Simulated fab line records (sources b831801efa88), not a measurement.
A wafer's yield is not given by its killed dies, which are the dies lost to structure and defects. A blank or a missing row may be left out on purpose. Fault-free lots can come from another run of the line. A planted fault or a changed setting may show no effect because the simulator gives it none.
A lot that was struck, set against a sound lot -- flow gf180mcu -- 43 steps out of a route of 602
Sound: these wafers, L760.4, L760.5, L760.6. Wafers struck: L774.3, L774.4, L774.6. The cause comes at the end.
For every step that has rows: the tool of each side, followed by ch and its chambers, followed by its first start. Under that, the readings that differ: sound wafers -- struck wafers -- difference of the means -- sigmas: that difference in standard deviations of wafers without a fault.
alike: readings whose means differ by less than 2 such deviations, and words and numbers that are the same on both sides. not compared: withheld readings, readings that some wafer has no value for, bounds like >300 that may hide the same value, and numbers for which the record gives no deviation and whose values overlap.
Wherever a step has rows on one side only, a row that says differs or no value, or a row with sigmas, the two part there. Numbers that have no deviation but don't overlap get no sigmas and don't part them. A reading that every wafer of one side lacks parts them only if that side has two wafers or more.

first, 6 steps without rows for these wafers: GF_STI_CLEAN_16 (cleans in dHF, time 25 s); GF_STI_WET_ETCH_17 (etches Si3N4 in H3PO4, target depth 45 nm, time 514 s); GF_STI_CLEAN_18 (cleans in SC1/SC2, time 150 s); GF_STI_CLEAN_19 (cleans in dHF, time 20 s); GF_STI_WET_ETCH_20 (etches SiO2 in dHF, target depth 20 nm, time 400 s); GF_STI_OXIDATION_21 (stabilise 600 s, purge 300 s, target thk 15 nm).
GF_STI_THK_MEAS_22:
  sound: filmMetro-02 at day 2 09:09; struck: filmMetro-02 at day 5 08:49
  alike: STI_OXIDATION_01_THK
then, 1 step without rows for these wafers: GF_STI_CVD_23 (deposits SiO2, target thk 650 nm, time 108.3 s).
GF_STI_THK_MEAS_24:
  sound: filmMetro-01 at day 2 09:17; struck: filmMetro-01 at day 5 08:57
  alike: STI_CVD_23_THK
GF_STI_CMP_25: polishes, stops on Si3N4, t overpolish 33 s, target thk 524.6 nm.
  sound on cmp-02 ch 0,1,2, day 2 09:25; struck on cmp-02 ch 0,1,3, day 5 08:59
  alike: motorCurrentA, overpolishRunS, platenRpm, slurryFilterDpKPa, timeToEndpointS
then, 2 steps without rows for these wafers: GF_STI_WET_ETCH_26 (etches SiO2 in dHF, target depth 94 nm, time 188 s); GF_STI_WET_ETCH_27 (etches Si3N4 in H3PO4, target depth 160 nm, time 1825 s).
GF_STI_WET_ETCH_28: etches SiO2 in dHF, target depth 20 nm, time 40 s.
  sound on wetBench-04 ch 2, day 2 10:12; struck on wetBench-04 ch 1, day 5 09:52
  alike: bathHeatDutyPct
then, 1 step without rows for these wafers: GF_STI_OXIDATION_29 (stabilise 600 s, purge 300 s, target thk 10 nm).
GF_STI_THK_MEAS_30:
  sound: filmMetro-03 at day 2 11:38; struck: filmMetro-03 at day 5 11:43
  alike: STI_OXIDATION_02_THK
then, 8 steps without rows for these wafers: GF_DNWELL_DEHYDRATE_00 (time 60 s); GF_DNWELL_HMDS_01 (prime time 60 s); GF_DNWELL_COAT_02 (resist thk 3000 nm); GF_DNWELL_SOFTBAKE_03; GF_DNWELL_EXPOSE_04 (exposes mask DNWELL, target cd 1700 nm); GF_DNWELL_PEB_05; GF_DNWELL_DEVELOP_06 (develop time 60 s); GF_DNWELL_IMPLANT_07.
GF_DNWELL_STRIP_08: strips in O2/N2.
  sound on plasmaAsher-03 ch 0,1, day 3 00:19; struck on plasmaAsher-03 ch 0,1, day 6 02:44
  alike: drypumpMotorCurrentA, heaterPowerW, oesProductAu, stripTimeToEndpointS
  not compared: rfHoursCounterH
GF_DNWELL_TW_MEAS_09:
  sound: filmMetro-03 at day 3 00:24; struck: filmMetro-03 at day 6 02:49
  alike: DNWELL_TW
then, 7 steps without rows for these wafers: GF_NWELL_DEHYDRATE_00 (time 60 s); GF_NWELL_HMDS_01 (prime time 60 s); GF_NWELL_COAT_02 (resist thk 3000 nm); GF_NWELL_SOFTBAKE_03; GF_NWELL_EXPOSE_04 (exposes mask Nwell, target cd 860 nm); GF_NWELL_PEB_05; GF_NWELL_DEVELOP_06 (develop time 60 s).
GF_NWELL_OVL_MEAS_07:
  sound: overlay-02 at day 3 12:52; struck: overlay-02 at day 6 18:16
  alike: NWELL_OVL
then, 2 steps without rows for these wafers: GF_NWELL_IMPLANT_08; GF_NWELL_IMPLANT_09.
GF_NWELL_STRIP_10: strips in O2/N2.
  sound on plasmaAsher-01 ch 0,1, day 3 13:13; struck on plasmaAsher-03 ch 0,1, day 6 18:37
  alike: drypumpMotorCurrentA, heaterPowerW, oesProductAu, stripTimeToEndpointS
  not compared: rfHoursCounterH
GF_NWELL_TW_MEAS_11:
  sound: filmMetro-01 at day 3 13:19; struck: filmMetro-04 at day 6 18:43
  alike: NWELL_TW
then, 5 steps without rows for these wafers: GF_LVPWELL_DEHYDRATE_00 (time 60 s); GF_LVPWELL_HMDS_01 (prime time 60 s); GF_LVPWELL_COAT_02 (resist thk 3000 nm); GF_LVPWELL_SOFTBAKE_03; GF_LVPWELL_EXPOSE_04 (exposes mask LVPWELL, target cd 600 nm).
-- the record jumps here: 26 days lie between the struck wafers' starts before and after (it left off in module LVPWELL and takes up again in module PASSIVATION, whose first step shown is number 602 of the route) --
GF_PASSIVATION_PROBE_99:
  the record has rows for the struck wafers here (prober-02, day 33 03:59) and none for the sound ones

## WHERE THEY PART
GF_PASSIVATION_PROBE_99 only, going by this record.

WHY: the cause the simulator had injected
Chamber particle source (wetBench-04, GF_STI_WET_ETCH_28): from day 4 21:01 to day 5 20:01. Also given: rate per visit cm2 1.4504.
